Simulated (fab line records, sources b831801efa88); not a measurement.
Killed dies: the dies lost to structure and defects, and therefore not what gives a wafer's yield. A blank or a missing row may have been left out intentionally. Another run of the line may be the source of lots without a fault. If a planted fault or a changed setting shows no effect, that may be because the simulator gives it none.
Shared-tool check -- flow sky130 -- Sampled: 12 lots, 36 wafers

REASON IT WAS OPENED
On 2 of the 12 lots, a flag is raised at SKY_LDD_P_CD_MEAS_07 on the reading cd_nm. Fault-free wafers read 379.7 nm, with a standard deviation of 2.3.
Rule: a lot is flagged when every wafer of it that has a number lies more than 4 standard deviations from that mean, or none has a number. As for the other lots, they are considered sound.

lot,measured,on,"cd_nm (nm), wafer by wafer",flag
L166,day 19 23:59,cd_sem-01,383.4 381.5 381.4,
L168,day 20 19:22,cd_sem-02,383.1 375.9 379.4,
L170,day 21 02:25,cd_sem-02,378.2 382.7 381.6,
L172,day 21 20:10,cd_sem-01,383.5 381.9 383.3,
L173,day 22 05:21,cd_sem-02,298.8 300.7 300.0,FLAGGED
L175,day 22 20:43,cd_sem-01,380.6 383.1 380.4,
L176,day 23 01:10,cd_sem-01,313.2 315.2 315.9,FLAGGED
L177,day 23 14:01,cd_sem-02,382.6 380.1 379.4,
L183,day 25 22:54,cd_sem-01,381.9 378.4 377.6,
L182,day 26 03:28,cd_sem-01,380.7 381.4 378.6,
L184,day 26 09:32,cd_sem-01,375.1 377.2 376.9,
L187,day 27 08:30,cd_sem-01,375.8 378.3 376.9,
On average the flagged lots' numbers are 307.3 nm, which is -72.4 nm against the usual, or -31 standard deviations.

WHICH TOOL RAN EACH LOT
The record holds 1 process step before the reading, out of a route of 708 steps. In each cell: the tool, then ch and the chambers that the sampled wafers went through, then the start.
lot,flag,SKY_LDD_P_DEVELOP_06
L166,,"litho_track-03 ch 0, day 19 23:50"
L168,,"litho_track-04 ch 0, day 20 19:13"
L170,,"litho_track-04 ch 0, day 21 02:16"
L172,,"litho_track-03 ch 0, day 21 20:01"
L173,FLAGGED,"litho_track-04 ch 0, day 22 05:12"
L175,,"litho_track-02 ch 0, day 22 20:34"
L176,FLAGGED,"litho_track-04 ch 0, day 23 01:01"
L177,,"litho_track-02 ch 0, day 23 13:52"
L183,,"litho_track-04 ch 0, day 25 22:45"
L182,,"litho_track-03 ch 0, day 26 03:19"
L184,,"litho_track-02 ch 0, day 26 09:23"
L187,,"litho_track-04 ch 0, day 27 08:21"
These steps, and what they do:
- SKY_LDD_P_DEVELOP_06: develop time 60 s.
- SKY_LDD_P_CD_MEAS_07: target cd 380 nm.

FLAGGED AGAINST TOTAL, ONE TOOL AT A TIME (gauges that did the reading follow at the end)
step,tool,lots run,flagged,share of the flagged lots,sound lots run after its first flagged lot
SKY_LDD_P_DEVELOP_06,litho_track-02,3,0,none,-
SKY_LDD_P_DEVELOP_06,litho_track-03,3,0,none,-
SKY_LDD_P_DEVELOP_06,litho_track-04,6,2,all,"2 (L183,L187)"
SKY_LDD_P_CD_MEAS_07,cd_sem-01,8,1,some,"4 (L183,L182,L184,L187)"
SKY_LDD_P_CD_MEAS_07,cd_sem-02,4,1,some,1 (L177)

WHAT THE TABLE ALLOWS
1 row of the table ran every flagged lot: litho_track-04 at SKY_LDD_P_DEVELOP_06.
- litho_track-04 at SKY_LDD_P_DEVELOP_06 ran 6 lots, 2 of them flagged. Sound lots followed the first flagged one (L183, L187) on it, something a lasting fault affecting the whole tool could not allow.
None of the table's rows ran every flagged lot and, after the first, no sound lot.

WHAT THE SIMULATOR PUT IN
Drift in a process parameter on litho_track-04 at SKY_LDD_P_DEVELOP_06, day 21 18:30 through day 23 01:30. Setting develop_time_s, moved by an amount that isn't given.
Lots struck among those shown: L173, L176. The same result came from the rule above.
